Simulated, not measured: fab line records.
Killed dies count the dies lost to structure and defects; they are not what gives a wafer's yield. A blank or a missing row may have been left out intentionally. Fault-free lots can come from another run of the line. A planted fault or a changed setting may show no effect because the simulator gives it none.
fab line records ; flow gf180mcu
record: lots: 24; wafers: 72; lastDay: 34
route steps=602 shown V2@399 V3@443 M4@458 MIM@511
lots untouched by any fault: they come from a run of this same line in which no faults occurred
startH: the number of hours between the record's first day and the start of the first shown wafer of the lot ; waitH: hours elapsed since this lot's preceding step ; " repeats the value in the row above ; L1.1+2: a single row standing in for several wafers ; - either no value or no given start ; * or withheld: withheld ; < > ~ a bound
route shown NAME@n: names a module that has steps shown in the file, with the first one's number in the route ; usual: mean/standard deviation taken from wafers without a fault ; same: alike in all rows ; chamber/n: place in a boat ; sites: per-site readings ; _std_site: standard deviation across them ; _edge_site: inner sites' mean taken away from outer sites' mean ; radiusMm: how far each site lies from the wafer's centre ; mask NAME#n: copy n ; behind: tool/chamber where the wafer was last shaped ; hold: the reason the lot was held/the length of the hold in hours/how it ended ; device: the transistor (n, p or np) that didn't switch ; end of line: the tests these same wafers got at the end of their route ; a step given without rows: its recipe and nothing more ; killed: not the wafer's yield, but the dies lost to structure and defects at the first sort ; map: shows each die of a wafer: x if killed, . if not, _ if none is there
set.NAME: the setting the step ran with; set.NAME@STEP: the setting that earlier step ran with ; model.NAME: the simulator's own value behind a step, which no gauge read
steps of the route over a sample of lots; a table a step, a row a wafer
services: a tool's chamber out of use, with start hour (startH, from the record's first day; less than 0 if before it), hours out, and reason
== steps ==
step: GF_V2_ETCH_17
recipe: chemistry: C4F8/O2/Ar; maskMaterial: KrF; target: SiO2; stopOn: TiN; sourceW: 1500; biasW: 1200; pressureMtorr: 40; c4f8FlowSccm: withheld; O2_flow_sccm: 6; Ar_flow_sccm: 300; timeS: withheld; targetDepthA: 6300
usual: oesProductAu: 0.855/0.0048
lot.wafer;tool;chamber;startH;waitH;oesProductAu
L074.1;rieDiel-02;1;-;-;0.852
L074.3;rieDiel-02;3;-;-;0.850
L074.5;rieDiel-02;0;-;-;0.859
L075.2;rieDiel-03;2;-;-;0.858
L075.3;rieDiel-03;3;-;-;0.853
L075.6;rieDiel-03;3;-;-;0.843
L077.2;rieDiel-03;3;-;-;0.862
L077.3;rieDiel-03;2;-;-;0.852
L077.5;rieDiel-03;2;-;-;0.857
L076.2;rieDiel-03;3;-;-;0.856
L076.3;rieDiel-03;1;-;-;0.852
L076.5;rieDiel-03;1;-;-;0.854
L078.1;rieDiel-04;1;-;-;0.857
L078.2;rieDiel-04;3;-;-;0.845
L078.5;rieDiel-04;2;-;-;0.860
L079.3;rieDiel-02;1;-;-;0.861
L079.5;rieDiel-02;3;-;-;0.856
L079.6;rieDiel-02;2;-;-;0.851
L080.4;rieDiel-02;2;-;-;0.857
L080.5;rieDiel-02;1;-;-;0.853
L080.6;rieDiel-02;2;-;-;0.859
L081.1;rieDiel-02;2;-;-;0.848
L081.2;rieDiel-02;0;-;-;0.855
L081.3;rieDiel-02;1;-;-;0.854
L082.2;rieDiel-04;3;-;-;0.853
L082.3;rieDiel-04;0;-;-;0.862
L082.6;rieDiel-04;1;-;-;0.855
L083.4;rieDiel-03;3;-;-;0.854
L083.5;rieDiel-03;3;-;-;0.842
L083.6;rieDiel-03;0;-;-;0.851
L084.1;rieDiel-02;0;-;-;0.854
L084.4;rieDiel-02;3;-;-;0.852
L084.5;rieDiel-02;0;-;-;0.857
L085.1;rieDiel-02;1;-;-;0.852
L085.4;rieDiel-02;0;-;-;0.856
L085.6;rieDiel-02;3;-;-;0.852
L086.1;rieDiel-02;3;-;-;0.851
L086.2;rieDiel-02;0;-;-;0.854
L086.3;rieDiel-02;1;-;-;0.856
L087.3;rieDiel-04;3;-;-;0.853
L087.5;rieDiel-04;1;-;-;0.854
L087.6;rieDiel-04;3;-;-;0.853
L089.2;rieDiel-02;3;-;-;0.851
L089.4;rieDiel-02;1;-;-;0.854
L089.6;rieDiel-02;1;-;-;0.857
L088.2;rieDiel-03;0;-;-;0.854
L088.4;rieDiel-03;0;-;-;0.856
L088.5;rieDiel-03;2;-;-;0.855
L091.2;rieDiel-02;2;-;-;0.851
L091.3;rieDiel-02;3;-;-;0.854
L091.4;rieDiel-02;0;-;-;0.854
L090.1;rieDiel-04;1;-;-;0.855
L090.2;rieDiel-04;3;-;-;0.851
L090.3;rieDiel-04;0;-;-;0.854
L092.3;rieDiel-04;2;-;-;0.861
L092.5;rieDiel-04;3;-;-;0.850
L092.6;rieDiel-04;2;-;-;0.854
L093.2;rieDiel-04;1;-;-;0.850
L093.3;rieDiel-04;3;-;-;0.851
L093.6;rieDiel-04;2;-;-;0.859
L095.1;rieDiel-03;0;-;-;0.854
L095.3;rieDiel-03;1;-;-;0.856
L095.5;rieDiel-03;1;-;-;0.856
L094.1;rieDiel-02;0;-;-;0.853
L094.3;rieDiel-02;1;-;-;0.858
L094.5;rieDiel-02;2;-;-;0.859
L096.1;rieDiel-03;0;-;-;0.854
L096.3;rieDiel-03;2;-;-;0.863
L096.5;rieDiel-03;0;-;-;0.857
L097.2;rieDiel-02;2;-;-;0.857
L097.3;rieDiel-02;3;-;-;0.859
L097.5;rieDiel-02;0;-;-;0.864
step: GF_V2_SPUTTER_21
recipe: material: Ti; targetThkNm: 15; chamberPressurePa: 5; powerW: 2500; substrateTempC: 200; timeS: 80.02
usual: throttleValvePct: 29.3/1
lot.wafer;tool;chamber;startH;waitH;throttleValvePct
L074.1;pvdSputter-01;-;472.95;0.0;28.9
L074.3;pvdSputter-01;-;472.95;0.0;30.7
L074.5;pvdSputter-01;-;472.95;0.0;29.1
L075.2;pvdSputter-04;-;478.27;0.0;29.1
L075.3;pvdSputter-04;-;478.27;0.0;28.0
L075.6;pvdSputter-04;-;478.27;0.0;29.0
L077.2;pvdSputter-02;-;485.84;0.0;28.3
L077.3;pvdSputter-02;-;485.84;0.0;29.1
L077.5;pvdSputter-02;-;485.84;0.0;31.5
L076.2;pvdSputter-04;-;489.85;0.0;29.2
L076.3;pvdSputter-04;-;489.85;0.0;28.4
L076.5;pvdSputter-04;-;489.85;0.0;27.9
L078.1;pvdSputter-01;-;502.97;0.0;31.4
L078.2;pvdSputter-01;-;502.97;0.0;30.8
L078.5;pvdSputter-01;-;502.97;0.0;28.0
L079.3;pvdSputter-04;-;508.72;0.0;29.2
L079.5;pvdSputter-04;-;508.72;0.0;29.5
L079.6;pvdSputter-04;-;508.72;0.0;28.9
L080.4;pvdSputter-04;-;521.27;0.0;29.1
L080.5;pvdSputter-04;-;521.27;0.0;29.3
L080.6;pvdSputter-04;-;521.27;0.0;29.1
L081.1;pvdSputter-04;-;526.46;0.0;28.8
L081.2;pvdSputter-04;-;526.46;0.0;29.4
L081.3;pvdSputter-04;-;526.46;0.0;28.8
L082.2;pvdSputter-04;-;542.30;0.0;28.3
L082.3;pvdSputter-04;-;542.30;0.0;28.7
L082.6;pvdSputter-04;-;542.30;0.0;27.9
L083.4;pvdSputter-04;-;550.01;0.0;29.6
L083.5;pvdSputter-04;-;550.01;0.0;28.8
L083.6;pvdSputter-04;-;550.01;0.0;29.4
L084.1;pvdSputter-04;-;554.52;0.0;29.1
L084.4;pvdSputter-04;-;554.52;0.0;29.6
L084.5;pvdSputter-04;-;554.52;0.0;28.2
L085.1;pvdSputter-01;-;564.42;0.0;27.9
L085.4;pvdSputter-01;-;564.42;0.0;31.7
L085.6;pvdSputter-01;-;564.42;0.0;29.0
L086.1;pvdSputter-04;-;573.12;0.0;28.9
L086.2;pvdSputter-04;-;573.12;0.0;28.1
L086.3;pvdSputter-04;-;573.12;0.0;29.1
L087.3;pvdSputter-02;-;583.62;0.0;28.7
L087.5;pvdSputter-02;-;583.62;0.0;28.5
L087.6;pvdSputter-02;-;583.62;0.0;29.3
L089.2;pvdSputter-04;-;598.01;0.0;29.0
L089.4;pvdSputter-04;-;598.01;0.0;29.5
L089.6;pvdSputter-04;-;598.01;0.0;29.2
L088.2;pvdSputter-01;-;599.30;0.0;28.1
L088.4;pvdSputter-01;-;599.30;0.0;30.5
L088.5;pvdSputter-01;-;599.30;0.0;29.3
L091.2;pvdSputter-04;-;612.37;0.0;28.7
L091.3;pvdSputter-04;-;612.37;0.0;27.9
L091.4;pvdSputter-04;-;612.37;0.0;29.1
L090.1;pvdSputter-04;-;613.74;0.0;28.9
L090.2;pvdSputter-04;-;613.74;0.0;29.5
L090.3;pvdSputter-04;-;613.74;0.0;28.1
L092.3;pvdSputter-04;-;623.84;0.0;29.0
L092.5;pvdSputter-04;-;623.84;0.0;29.1
L092.6;pvdSputter-04;-;623.84;0.0;29.5
L093.2;pvdSputter-04;-;632.06;0.0;28.1
L093.3;pvdSputter-04;-;632.06;0.0;29.4
L093.6;pvdSputter-04;-;632.06;0.0;28.0
L095.1;pvdSputter-01;-;634.13;0.0;30.8
L095.3;pvdSputter-01;-;634.13;0.0;28.9
L095.5;pvdSputter-01;-;634.13;0.0;30.8
L094.1;pvdSputter-01;-;636.07;0.0;29.1
L094.3;pvdSputter-01;-;636.07;0.0;30.5
L094.5;pvdSputter-01;-;636.07;0.0;30.8
L096.1;pvdSputter-01;-;646.76;0.0;29.0
L096.3;pvdSputter-01;-;646.76;0.0;28.1
L096.5;pvdSputter-01;-;646.76;0.0;29.2
L097.2;pvdSputter-04;-;655.07;0.0;29.5
L097.3;pvdSputter-04;-;655.07;0.0;29.0
L097.5;pvdSputter-04;-;655.07;0.0;29.1
step: GF_V3_CD_MEAS_14
recipe: targetCdNm: 260
usual: cdNm: 260.1/1.2
lot.wafer;tool;chamber;startH;waitH;cdNm
L074.1;cdSem-01;-;521.99;0.1;261.0
L074.3;cdSem-01;-;521.99;0.1;260.9
L074.5;cdSem-01;-;521.99;0.1;261.4
L075.2;cdSem-01;-;532.67;0.1;259.2
L075.3;cdSem-01;-;532.67;0.1;259.2
L075.6;cdSem-01;-;532.67;0.1;259.2
L077.2;cdSem-02;-;534.52;0.1;260.6
L077.3;cdSem-02;-;534.52;0.1;260.7
L077.5;cdSem-02;-;534.52;0.1;260.8
L076.2;cdSem-02;-;538.17;0.1;259.6
L076.3;cdSem-02;-;538.17;0.1;259.4
L076.5;cdSem-02;-;538.17;0.1;259.4
L078.1;cdSem-02;-;551.15;0.1;259.7
L078.2;cdSem-02;-;551.15;0.1;259.1
L078.5;cdSem-02;-;551.15;0.1;259.7
L079.3;cdSem-02;-;555.93;0.1;260.1
L079.5;cdSem-02;-;555.93;0.1;260.5
L079.6;cdSem-02;-;555.93;0.1;260.2
L080.4;cdSem-01;-;569.11;0.1;260.4
L080.5;cdSem-01;-;569.11;0.1;261.2
L080.6;cdSem-01;-;569.11;0.1;261.6
L081.1;cdSem-02;-;573.25;0.1;261.0
L081.2;cdSem-02;-;573.25;0.1;260.3
L081.3;cdSem-02;-;573.25;0.1;260.7
L082.2;cdSem-02;-;588.46;0.1;257.5
L082.3;cdSem-02;-;588.46;0.1;257.1
L082.6;cdSem-02;-;588.46;0.1;257.9
L083.4;cdSem-02;-;595.96;0.1;259.4
L083.5;cdSem-02;-;595.96;0.1;259.2
L083.6;cdSem-02;-;595.96;0.1;258.7
L084.1;cdSem-01;-;601.20;0.1;262.3
L084.4;cdSem-01;-;601.20;0.1;262.7
L084.5;cdSem-01;-;601.20;0.1;262.4
L085.1;cdSem-02;-;610.29;0.1;259.9
L085.4;cdSem-02;-;610.29;0.1;260.2
L085.6;cdSem-02;-;610.29;0.1;260.6
L086.1;cdSem-02;-;617.00;0.1;260.8
L086.2;cdSem-02;-;617.00;0.1;260.5
L086.3;cdSem-02;-;617.00;0.1;260.8
L087.3;cdSem-01;-;627.89;0.1;258.4
L087.5;cdSem-01;-;627.89;0.1;259.5
L087.6;cdSem-01;-;627.89;0.1;258.3
L089.2;cdSem-02;-;641.77;0.1;259.9
L089.4;cdSem-02;-;641.77;0.1;259.5
L089.6;cdSem-02;-;641.77;0.1;259.7
L088.2;cdSem-02;-;643.07;0.1;258.1
L088.4;cdSem-02;-;643.07;0.1;259.8
L088.5;cdSem-02;-;643.07;0.1;258.7
L091.2;cdSem-02;-;654.97;0.1;259.4
L091.3;cdSem-02;-;654.97;0.1;260.5
L091.4;cdSem-02;-;654.97;0.1;259.8
L090.1;cdSem-02;-;656.80;0.1;261.1
L090.2;cdSem-02;-;656.80;0.1;261.2
L090.3;cdSem-02;-;656.80;0.1;261.2
L092.3;cdSem-02;-;666.13;0.1;260.6
L092.5;cdSem-02;-;666.13;0.1;261.3
L092.6;cdSem-02;-;666.13;0.1;261.1
L093.2;cdSem-01;-;673.56;0.1;260.8
L093.3;cdSem-01;-;673.56;0.1;260.0
L093.6;cdSem-01;-;673.56;0.1;260.3
L095.1;cdSem-02;-;676.50;0.1;260.1
L095.3;cdSem-02;-;676.50;0.1;259.3
L095.5;cdSem-02;-;676.50;0.1;259.6
L094.1;cdSem-02;-;677.25;0.1;261.0
L094.3;cdSem-02;-;677.25;0.1;262.0
L094.5;cdSem-02;-;677.25;0.1;261.5
L096.1;cdSem-01;-;687.44;0.1;258.4
L096.3;cdSem-01;-;687.44;0.1;258.4
L096.5;cdSem-01;-;687.44;0.1;259.7
L097.2;cdSem-01;-;695.12;0.1;260.5
L097.3;cdSem-01;-;695.12;0.1;260.8
L097.5;cdSem-01;-;695.12;0.1;260.8
step: GF_M4_SPUTTER_02
recipe: material: AlCu; targetThkNm: 450; powerW: 10600; timeS: 23.9; chamberPressurePa: 0.4
usual: throttleValvePct: 29.8/1.1
lot.wafer;tool;chamber;startH;waitH;throttleValvePct
L074.1;pvdSputter-03;-;523.63;0.0;29.9
L074.3;pvdSputter-03;-;523.63;0.0;28.5
L074.5;pvdSputter-03;-;523.63;0.0;30.1
L075.2;pvdSputter-01;-;534.30;0.0;30.6
L075.3;pvdSputter-01;-;534.30;0.0;31.6
L075.6;pvdSputter-01;-;534.30;0.0;28.9
L077.2;pvdSputter-02;-;536.18;0.0;29.6
L077.3;pvdSputter-02;-;536.18;0.0;31.4
L077.5;pvdSputter-02;-;536.18;0.0;28.1
L076.2;pvdSputter-02;-;539.80;0.0;28.4
L076.3;pvdSputter-02;-;539.80;0.0;31.0
L076.5;pvdSputter-02;-;539.80;0.0;31.3
L078.1;pvdSputter-03;-;552.79;0.0;28.6
L078.2;pvdSputter-03;-;552.79;0.0;30.0
L078.5;pvdSputter-03;-;552.79;0.0;29.8
L079.3;pvdSputter-02;-;557.53;0.0;30.7
L079.5;pvdSputter-02;-;557.53;0.0;31.4
L079.6;pvdSputter-02;-;557.53;0.0;30.8
L080.4;pvdSputter-02;-;570.81;0.0;28.7
L080.5;pvdSputter-02;-;570.81;0.0;29.3
L080.6;pvdSputter-02;-;570.81;0.0;28.4
L081.1;pvdSputter-03;-;575.03;0.0;30.3
L081.2;pvdSputter-03;-;575.03;0.0;30.2
L081.3;pvdSputter-03;-;575.03;0.0;28.8
L082.2;pvdSputter-01;-;590.08;0.0;27.8
L082.3;pvdSputter-01;-;590.08;0.0;31.5
L082.6;pvdSputter-01;-;590.08;0.0;30.6
L083.4;pvdSputter-01;-;597.54;0.0;29.1
L083.5;pvdSputter-01;-;597.54;0.0;30.8
L083.6;pvdSputter-01;-;597.54;0.0;29.2
L084.1;pvdSputter-02;-;602.85;0.0;31.3
L084.4;pvdSputter-02;-;602.85;0.0;29.4
L084.5;pvdSputter-02;-;602.85;0.0;28.9
L085.1;pvdSputter-01;-;611.93;0.0;28.3
L085.4;pvdSputter-01;-;611.93;0.0;31.6
L085.6;pvdSputter-01;-;611.93;0.0;31.6
L086.1;pvdSputter-01;-;618.64;0.0;31.6
L086.2;pvdSputter-01;-;618.64;0.0;29.1
L086.3;pvdSputter-01;-;618.64;0.0;27.9
L087.3;pvdSputter-03;-;629.49;0.0;29.7
L087.5;pvdSputter-03;-;629.49;0.0;29.6
L087.6;pvdSputter-03;-;629.49;0.0;30.2
L089.2;pvdSputter-01;-;643.40;0.0;31.6
L089.4;pvdSputter-01;-;643.40;0.0;28.0
L089.6;pvdSputter-01;-;643.40;0.0;30.6
L088.2;pvdSputter-02;-;644.77;0.0;29.3
L088.4;pvdSputter-02;-;644.77;0.0;28.7
L088.5;pvdSputter-02;-;644.77;0.0;29.5
L091.2;pvdSputter-01;-;656.59;0.0;31.8
L091.3;pvdSputter-01;-;656.59;0.0;28.1
L091.4;pvdSputter-01;-;656.59;0.0;30.8
L090.1;pvdSputter-03;-;658.44;0.0;30.1
L090.2;pvdSputter-03;-;658.44;0.0;30.2
L090.3;pvdSputter-03;-;658.44;0.0;28.4
L092.3;pvdSputter-02;-;667.73;0.0;28.5
L092.5;pvdSputter-02;-;667.73;0.0;30.5
L092.6;pvdSputter-02;-;667.73;0.0;31.3
L093.2;pvdSputter-02;-;675.18;0.0;30.6
L093.3;pvdSputter-02;-;675.18;0.0;28.5
L093.6;pvdSputter-02;-;675.18;0.0;30.8
L095.1;pvdSputter-02;-;678.14;0.0;30.4
L095.3;pvdSputter-02;-;678.14;0.0;29.4
L095.5;pvdSputter-02;-;678.14;0.0;29.1
L094.1;pvdSputter-01;-;679.01;0.0;28.9
L094.3;pvdSputter-01;-;679.01;0.0;28.0
L094.5;pvdSputter-01;-;679.01;0.0;28.2
L096.1;pvdSputter-03;-;689.08;0.0;28.7
L096.3;pvdSputter-03;-;689.08;0.0;30.0
L096.5;pvdSputter-03;-;689.08;0.0;29.8
L097.2;pvdSputter-01;-;696.77;0.0;30.7
L097.3;pvdSputter-01;-;696.77;0.0;31.7
L097.5;pvdSputter-01;-;696.77;0.0;30.6
step: GF_MIM_SPUTTER_08
recipe: material: AlCu; targetThkNm: 200; powerW: 10600; timeS: 10.6; chamberPressurePa: 0.4
usual: throttleValvePct: 29.5/1
lot.wafer;tool;chamber;startH;waitH;throttleValvePct
L074.1;pvdSputter-02;-;571.99;0.0;28.5
L074.3;pvdSputter-02;-;571.99;0.0;31.3
L074.5;pvdSputter-02;-;571.99;0.0;29.3
L075.2;pvdSputter-02;-;582.53;0.0;31.3
L075.3;pvdSputter-02;-;582.53;0.0;29.6
L075.6;pvdSputter-02;-;582.53;0.0;31.5
L077.2;pvdSputter-04;-;583.82;0.0;29.4
L077.3;pvdSputter-04;-;583.82;0.0;28.2
L077.5;pvdSputter-04;-;583.82;0.0;29.1
L076.2;pvdSputter-04;-;587.56;0.0;28.1
L076.3;pvdSputter-04;-;587.56;0.0;29.0
L076.5;pvdSputter-04;-;587.56;0.0;29.5
L078.1;pvdSputter-02;-;599.28;0.0;28.5
L078.2;pvdSputter-02;-;599.28;0.0;29.3
L078.5;pvdSputter-02;-;599.28;0.0;31.5
L079.3;pvdSputter-02;-;605.07;0.0;31.3
L079.5;pvdSputter-02;-;605.07;0.0;31.2
L079.6;pvdSputter-02;-;605.07;0.0;29.3
L080.4;pvdSputter-02;-;617.95;0.0;29.1
L080.5;pvdSputter-02;-;617.95;0.0;29.4
L080.6;pvdSputter-02;-;617.95;0.0;28.4
L081.1;pvdSputter-04;-;620.66;0.0;28.9
L081.2;pvdSputter-04;-;620.66;0.0;29.5
L081.3;pvdSputter-04;-;620.66;0.0;28.0
L082.2;pvdSputter-02;-;635.81;0.0;30.7
L082.3;pvdSputter-02;-;635.81;0.0;31.3
L082.6;pvdSputter-02;-;635.81;0.0;29.2
L083.4;pvdSputter-03;-;642.21;0.0;28.4
L083.5;pvdSputter-03;-;642.21;0.0;28.8
L083.6;pvdSputter-03;-;642.21;0.0;29.7
L084.1;pvdSputter-04;-;647.46;0.0;29.0
L084.4;pvdSputter-04;-;647.46;0.0;29.5
L084.5;pvdSputter-04;-;647.46;0.0;29.0
L085.1;pvdSputter-03;-;656.47;0.0;30.0
L085.4;pvdSputter-03;-;656.47;0.0;28.7
L085.6;pvdSputter-03;-;656.47;0.0;29.7
L086.1;pvdSputter-03;-;662.76;0.0;29.8
L086.2;pvdSputter-03;-;662.76;0.0;30.1
L086.3;pvdSputter-03;-;662.76;0.0;28.7
L087.3;pvdSputter-03;-;673.42;0.0;29.9
L087.5;pvdSputter-03;-;673.42;0.0;30.1
L087.6;pvdSputter-03;-;673.42;0.0;29.6
L089.2;pvdSputter-03;-;685.31;0.0;29.8
L089.4;pvdSputter-03;-;685.31;0.0;28.6
L089.6;pvdSputter-03;-;685.31;0.0;28.3
L088.2;pvdSputter-04;-;687.31;0.0;29.8
L088.4;pvdSputter-04;-;687.31;0.0;28.9
L088.5;pvdSputter-04;-;687.31;0.0;29.6
L091.2;pvdSputter-02;-;698.56;0.0;30.5
L091.3;pvdSputter-02;-;698.56;0.0;29.4
L091.4;pvdSputter-02;-;698.56;0.0;31.4
L090.1;pvdSputter-04;-;700.44;0.0;29.1
L090.2;pvdSputter-04;-;700.44;0.0;28.9
L090.3;pvdSputter-04;-;700.44;0.0;27.9
L092.3;pvdSputter-02;-;709.22;0.0;28.6
L092.5;pvdSputter-02;-;709.22;0.0;29.3
L092.6;pvdSputter-02;-;709.22;0.0;31.6
L093.2;pvdSputter-03;-;715.22;0.0;28.5
L093.3;pvdSputter-03;-;715.22;0.0;30.0
L093.6;pvdSputter-03;-;715.22;0.0;28.7
L095.1;pvdSputter-02;-;718.01;0.0;29.4
L095.3;pvdSputter-02;-;718.01;0.0;31.5
L095.5;pvdSputter-02;-;718.01;0.0;31.4
L094.1;pvdSputter-04;-;719.92;0.0;29.0
L094.3;pvdSputter-04;-;719.92;0.0;27.9
L094.5;pvdSputter-04;-;719.92;0.0;27.9
L096.1;pvdSputter-02;-;728.87;0.0;28.5
L096.3;pvdSputter-02;-;728.87;0.0;31.5
L096.5;pvdSputter-02;-;728.87;0.0;31.4
L097.2;pvdSputter-02;-;735.56;0.0;31.3
L097.3;pvdSputter-02;-;735.56;0.0;29.2
L097.5;pvdSputter-02;-;735.56;0.0;28.3
step: GF_MIM_STRIP_20
recipe: chemistry: O2/N2; powerW: 1400; pressureMtorr: 1500; platenTempC: 250; o2FlowSccm: 3000; n2FlowSccm: 300; overashFraction: 0.5
usual: drypumpMotorCurrentA: 5.8/0.33; heaterPowerW: 358/46; oesProductAu: 0.692/0.0049; platenTempC: 249.95/0.17; stripTimeToEndpointS: 11.23/0.041
lot.wafer;tool;chamber;startH;waitH;drypumpMotorCurrentA;heaterPowerW;oesProductAu;platenTempC;rfHoursCounterH;stripTimeToEndpointS
L074.1;plasmaAsher-04;0;593.97;0.0;6.1;372;0.690;249.97;77;11.21
L074.3;plasmaAsher-04;0;593.97;0.0;6.1;373;0.699;249.82;-;11.19
L074.5;plasmaAsher-04;1;593.97;0.0;5.6;319;0.687;249.66;-;11.17
L075.2;plasmaAsher-01;1;604.01;0.0;5.4;311;0.691;250.02;97;11.24
L075.3;plasmaAsher-01;1;604.01;0.0;5.4;317;0.693;250.07;-;11.24
L075.6;plasmaAsher-01;1;604.01;0.0;5.4;298;0.685;250.05;-;11.25
L077.2;plasmaAsher-04;0;604.91;0.0;6.1;369;0.707;249.85;78;11.27
L077.3;plasmaAsher-04;0;604.91;0.0;6.1;369;0.700;249.98;-;11.23
L077.5;plasmaAsher-04;0;604.91;0.0;6.1;359;0.691;249.86;-;11.24
L076.2;plasmaAsher-02;1;608.86;0.0;6.0;424;0.688;249.91;20;11.12
L076.3;plasmaAsher-02;1;608.86;0.0;6.0;435;0.689;250.07;-;11.24
L076.5;plasmaAsher-02;1;608.86;0.0;6.0;419;0.696;249.78;-;11.19
L078.1;plasmaAsher-01;0;619.72;0.0;5.0;291;0.702;249.84;99;11.30
L078.2;plasmaAsher-01;1;619.72;0.0;5.4;307;0.699;249.94;99;11.30
L078.5;plasmaAsher-01;1;619.72;0.0;5.4;306;0.701;250.11;-;11.31
L079.3;plasmaAsher-02;0;625.66;0.1;6.0;336;0.688;249.98;-;11.20
L079.5;plasmaAsher-02;1;625.66;0.1;6.0;421;0.693;249.91;-;11.26
L079.6;plasmaAsher-02;0;625.66;0.1;6.0;338;0.694;249.88;-;11.24
L080.4;plasmaAsher-01;1;638.55;0.1;5.4;306;0.689;249.98;-;11.23
L080.5;plasmaAsher-01;0;638.55;0.1;4.9;300;0.698;249.86;-;11.25
L080.6;plasmaAsher-01;1;638.55;0.1;5.4;305;0.695;249.72;-;11.22
L081.1;plasmaAsher-02;1;641.41;0.0;6.0;418;0.685;249.99;24;11.25
L081.2;plasmaAsher-02;0;641.41;0.0;6.0;331;0.698;250.35;24;11.21
L081.3;plasmaAsher-02;0;641.41;0.0;6.0;328;0.690;250.36;-;11.23
L082.2;plasmaAsher-02;1;655.66;0.0;6.0;421;0.694;250.10;25;11.24
L082.3;plasmaAsher-02;0;655.66;0.0;6.0;328;0.689;250.09;-;11.17
L082.6;plasmaAsher-02;1;655.66;0.0;6.0;421;0.690;249.93;-;11.25
L083.4;plasmaAsher-02;0;662.35;0.1;6.0;339;0.683;249.74;-;11.20
L083.5;plasmaAsher-02;0;662.35;0.1;6.0;333;0.698;249.70;-;11.17
L083.6;plasmaAsher-02;1;662.35;0.1;6.0;417;0.698;249.88;-;11.22
L084.1;plasmaAsher-02;1;666.46;0.0;6.0;415;0.698;249.94;27;11.25
L084.4;plasmaAsher-02;1;666.46;0.0;6.0;420;0.697;249.72;-;11.30
L084.5;plasmaAsher-02;1;666.46;0.0;6.0;414;0.695;249.91;-;11.25
L085.1;plasmaAsher-02;0;675.96;0.0;6.0;337;0.689;250.00;27;11.22
L085.4;plasmaAsher-02;1;675.96;0.0;6.0;427;0.693;249.83;-;11.24
L085.6;plasmaAsher-02;0;675.96;0.0;6.0;332;0.697;249.93;-;11.23
L086.1;plasmaAsher-02;0;682.41;0.0;6.0;337;0.690;250.21;28;11.25
L086.2;plasmaAsher-02;1;682.41;0.0;6.0;421;0.691;249.93;28;11.26
L086.3;plasmaAsher-02;0;682.41;0.0;6.0;335;0.686;249.90;-;11.22
L087.3;plasmaAsher-04;0;692.80;0.1;6.1;371;0.689;249.59;-;11.27
L087.5;plasmaAsher-04;1;692.80;0.1;5.6;326;0.697;249.91;-;11.26
L087.6;plasmaAsher-04;0;692.80;0.1;6.1;375;0.697;249.79;-;11.26
L089.2;plasmaAsher-02;1;703.99;0.1;6.0;420;0.690;250.08;30;11.26
L089.4;plasmaAsher-02;0;703.99;0.1;6.0;327;0.704;249.90;-;11.27
L089.6;plasmaAsher-02;0;703.99;0.1;6.0;330;0.704;249.84;-;11.27
L088.2;plasmaAsher-01;1;705.93;0.1;5.4;304;0.691;250.09;108;11.24
L088.4;plasmaAsher-01;1;705.93;0.1;5.4;309;0.687;250.18;-;11.21
L088.5;plasmaAsher-01;0;705.93;0.1;5.0;298;0.693;250.03;-;11.21
L091.2;plasmaAsher-04;0;716.01;0.0;6.1;372;0.697;249.64;89;11.19
L091.3;plasmaAsher-04;1;716.01;0.0;5.6;324;0.686;249.91;-;11.19
L091.4;plasmaAsher-04;0;716.01;0.0;6.1;369;0.683;249.89;-;11.20
L090.1;plasmaAsher-02;0;717.56;0.0;6.0;331;0.688;250.01;32;11.20
L090.2;plasmaAsher-02;1;717.56;0.0;6.0;430;0.694;249.97;32;11.22
L090.3;plasmaAsher-02;0;717.56;0.0;6.0;335;0.692;250.04;-;11.24
L092.3;plasmaAsher-04;0;726.89;0.1;6.1;378;0.697;250.01;-;11.27
L092.5;plasmaAsher-04;0;726.89;0.1;6.1;378;0.693;250.31;-;11.22
L092.6;plasmaAsher-04;1;726.89;0.1;5.6;320;0.691;249.88;-;11.21
L093.2;plasmaAsher-02;0;732.77;0.0;5.9;326;0.683;250.02;33;11.16
L093.3;plasmaAsher-02;0;732.77;0.0;5.9;339;0.682;250.10;-;11.21
L093.6;plasmaAsher-02;0;732.77;0.0;5.9;333;0.689;250.35;-;11.23
L095.1;plasmaAsher-02;1;735.56;0.0;6.0;424;0.689;249.78;34;11.22
L095.3;plasmaAsher-02;1;735.56;0.0;6.0;418;0.688;249.83;-;11.19
L095.5;plasmaAsher-02;1;735.56;0.0;6.0;419;0.691;249.84;-;11.24
L094.1;plasmaAsher-02;1;737.37;0.0;6.0;433;0.689;250.14;34;11.26
L094.3;plasmaAsher-02;1;737.37;0.0;6.0;431;0.697;250.16;-;11.26
L094.5;plasmaAsher-02;1;737.37;0.0;6.1;431;0.689;250.12;-;11.25
L096.1;plasmaAsher-02;1;745.58;0.1;6.0;420;0.690;249.89;35;11.22
L096.3;plasmaAsher-02;0;745.58;0.1;6.0;332;0.693;249.92;-;11.20
L096.5;plasmaAsher-02;1;745.58;0.1;6.0;409;0.694;249.91;-;11.25
L097.2;plasmaAsher-04;0;751.91;0.0;6.1;380;0.690;249.79;92;11.32
L097.3;plasmaAsher-04;1;751.91;0.0;5.6;326;0.695;249.77;-;11.35
L097.5;plasmaAsher-04;1;751.91;0.0;5.6;325;0.696;249.83;-;11.31
== services ==
tool;chamber;startH;hours;kind
pvdSputter-01;-;457.89;2.2;repair
rieDiel-02;2;465.05;30.0;repair
pvdSputter-04;-;465.46;0.9;repair
rieDiel-03;2;488.72;4.5;repair
plasmaAsher-04;-;490.99;10.5;repair
pvdSputter-01;-;497.32;1.1;repair
plasmaAsher-04;-;497.71;1.2;repair
rieDiel-04;1;507.24;1.7;repair
rieDiel-02;2;527.85;2.8;repair
pvdSputter-02;-;531.79;3.8;repair
pvdSputter-04;-;531.92;3.7;repair
pvdSputter-01;-;580.42;7.6;repair
rieDiel-03;1;585.98;15.4;repair
plasmaAsher-02;-;588.00;2.2;repair
pvdSputter-03;-;599.17;2.7;repair
rieDiel-03;3;616.67;5.3;repair
rieDiel-02;1;679.44;3.2;repair
pvdSputter-01;-;690.27;3.1;repair
pvdSputter-02;-;695.77;1.9;repair
rieDiel-02;1;700.59;8.1;repair
pvdSputter-01;-;712.98;2.2;repair
pvdSputter-04;-;716.38;0.7;repair
pvdSputter-01;-;722.39;36.2;repair
rieDiel-02;-;728.91;2.8;pm
== key ==
fault none
